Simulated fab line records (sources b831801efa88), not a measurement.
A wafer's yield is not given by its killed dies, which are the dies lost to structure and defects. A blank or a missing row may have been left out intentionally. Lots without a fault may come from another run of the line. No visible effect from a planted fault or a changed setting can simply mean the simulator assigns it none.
Comparing a struck lot with a sound one -- flow sky130 -- 22 steps out of a route of 708
Sound: these wafers, L927.2, L927.3, L927.6. Struck: wafers L939.1, L939.5, L939.6. The cause comes at the end.
Order at every step that has rows: each side's tool, ch and its chambers, its first start. Under that, the readings that differ: sound wafers -- struck wafers -- difference of the means -- sigmas: that difference in standard deviations of wafers without a fault.
alike: readings with means less than 2 such deviations apart, plus words and numbers identical on both sides. not compared: withheld readings, readings lacking a value on some wafer, bounds such as >300 that could conceal the same value, and numbers that have no deviation in the record and whose values overlap.
A row with sigmas, a row that says differs or no value, or rows on one side alone: a step with any of these is where the two part. Numbers that don't overlap but have no deviation are shown without sigmas and don't part them. Lack of a reading on every wafer of one side parts them only where that side has two or more wafers.

first, 2 steps without rows for these wafers: SKY_RES_PROTECT_DEVELOP_06 (develop time 60 s); SKY_POLY_GATE_IMPLANT_02.
SKY_RES_PROTECT_STRIP_07: strips in O2/N2.
  sound on plasma_asher-01 ch 0,1, day 16 04:11; struck on plasma_asher-03 ch 0,1, day 19 19:40
reading,sound,struck,difference,sigmas
strip_time_to_endpoint_s (s),23.30 23.36 23.34,23.18 23.24 23.23,-0.12,-2
  alike: drypump_motor_current_A, oes_product_au
  not compared: rf_hours_counter_h
SKY_RES_PROTECT_TW_MEAS_08:
  struck on film_metro-01, day 19 19:46; sound on film_metro-02, day 16 04:18
reading,sound,struck,difference,sigmas
POLY_GATE_TW,4100 4079 4070,3941 3958 3955,-132,-3
then, 2 steps without rows for these wafers: SKY_RES_PROTECT_CLEAN_09 (cleans in SC1/SC2, time 150 s); SKY_POLY_GATE_CVD_03 (deposits Si3N4 from DCS/NH3, target thk 75 nm, time 1290 s).
SKY_POLY_GATE_THK_MEAS_04:
  struck on film_metro-04, day 19 21:17; sound on film_metro-04, day 16 06:49
  alike: POLY_GATE_CVD_03_THK
then, 5 steps without rows for these wafers: SKY_POLY_GATE_DEHYDRATE_05 (time 60 s); SKY_POLY_GATE_HMDS_06 (prime time 60 s); SKY_POLY_GATE_COAT_07 (resist thk 110 nm); SKY_POLY_GATE_COAT_08 (resist thk 450 nm); SKY_POLY_GATE_SOFTBAKE_09 (time 90 s).
SKY_POLY_GATE_EXPOSE_10: exposes mask P1M, target cd 150 nm.
  sound on krf_scanner-02 ch 0, day 16 21:25; struck on krf_scanner-02 ch 0, day 20 13:01
reading,sound,struck,difference,sigmas
mask,P1M#0 P1M#0 P1M#0,P1M_R1#0 P1M_R1#0 P1M_R1#0,differs,
then, 2 steps without rows for these wafers: SKY_POLY_GATE_PEB_11; SKY_POLY_GATE_DEVELOP_12 (develop time 60 s).
SKY_POLY_GATE_CD_MEAS_13 targets a cd of 150 nm.
  struck on cd_sem-02, day 21 04:04; sound on cd_sem-01, day 17 11:50
reading,sound,struck,difference,sigmas
cd_nm (nm),148.9 150.0 149.0,172.8 170.8 171.9,+22.5,+19
SKY_POLY_GATE_OVL_MEAS_14:
  struck on overlay-01, day 21 04:11; sound on overlay-02, day 17 11:57
reading,sound,struck,difference,sigmas
POLY_GATE_OVL (nm),-7 -14 -2,8 10 8,+16,+3
SKY_POLY_GATE_ETCH_15: etches BARC in N2/H2, stops on SiO2, time 118.5 s, target depth 110 nm.
  sound on rie_diel-01 ch 0,1,3, day 17 11:59; struck on rie_diel-03 ch 0,3, day 21 04:13
reading,sound,struck,difference,sigmas
model.POLY_GATE.cd_nm (nm),149.4 151 147.6,173.6 172.9 170.5,+23.0,
  alike: drypump_motor_current_A, oes_product_au, throttle_valve_pct
  not compared: rf_hours_counter_h
SKY_POLY_GATE_ETCH_16: etches Si3N4 in CH3F/O2, stops on poly-Si, time 147.5 s, target depth 75 nm.
  sound on rie_diel-01 ch 0,1,3, day 17 12:04; struck on rie_diel-03 ch 0,3, day 21 04:18
  alike: drypump_motor_current_A, oes_product_au, throttle_valve_pct
  not compared: rf_hours_counter_h
SKY_POLY_GATE_ETCH_17: etches poly-Si in HBr/Cl2, stops on SiO2, target depth 180 nm, time 70.5 s.
  sound on rie_si-01 ch 1,2, day 17 12:10; struck on rie_si-01 ch 1,2,3, day 21 04:24
reading,sound,struck,difference,sigmas
model.POLY_GATE.cd_nm (nm),148.7 150.8 146.9,172.4 172.5 171.7,+23.4,
  alike: drypump_motor_current_A, oes_product_au, throttle_valve_pct
  not compared: rf_hours_counter_h
SKY_POLY_GATE_STRIP_18: strips in O2/N2.
  sound on plasma_asher-01 ch 0, day 17 12:13; struck on plasma_asher-02 ch 0,1, day 21 04:28
  alike: drypump_motor_current_A, oes_product_au, strip_time_to_endpoint_s
  not compared: rf_hours_counter_h
-- record jumps: 28 days separate the struck wafers' starts on either side; left off in module POLY_GATE, taken up again in module PAD_OPEN, whose first shown step is the route's number 708 --
SKY_PAD_OPEN_PROBE_99:
  struck on prober-01, day 49 10:13; sound on prober-02, day 46 23:14
reading,sound,struck,difference,sigmas
killed_at_front_end,18 14 13,85 89 84,+71,+16
killed_dies,77 80 78,147 161 146,+73,+8
  alike: killed_at_M0_to_M3, killed_at_M4_up, killed_at_contacts, killed_at_other, killed_open, killed_short

## WHERE THEY PART
At SKY_RES_PROTECT_STRIP_07 first; at SKY_PAD_OPEN_PROBE_99 last (within this record only).

WHY: the cause the simulator had injected
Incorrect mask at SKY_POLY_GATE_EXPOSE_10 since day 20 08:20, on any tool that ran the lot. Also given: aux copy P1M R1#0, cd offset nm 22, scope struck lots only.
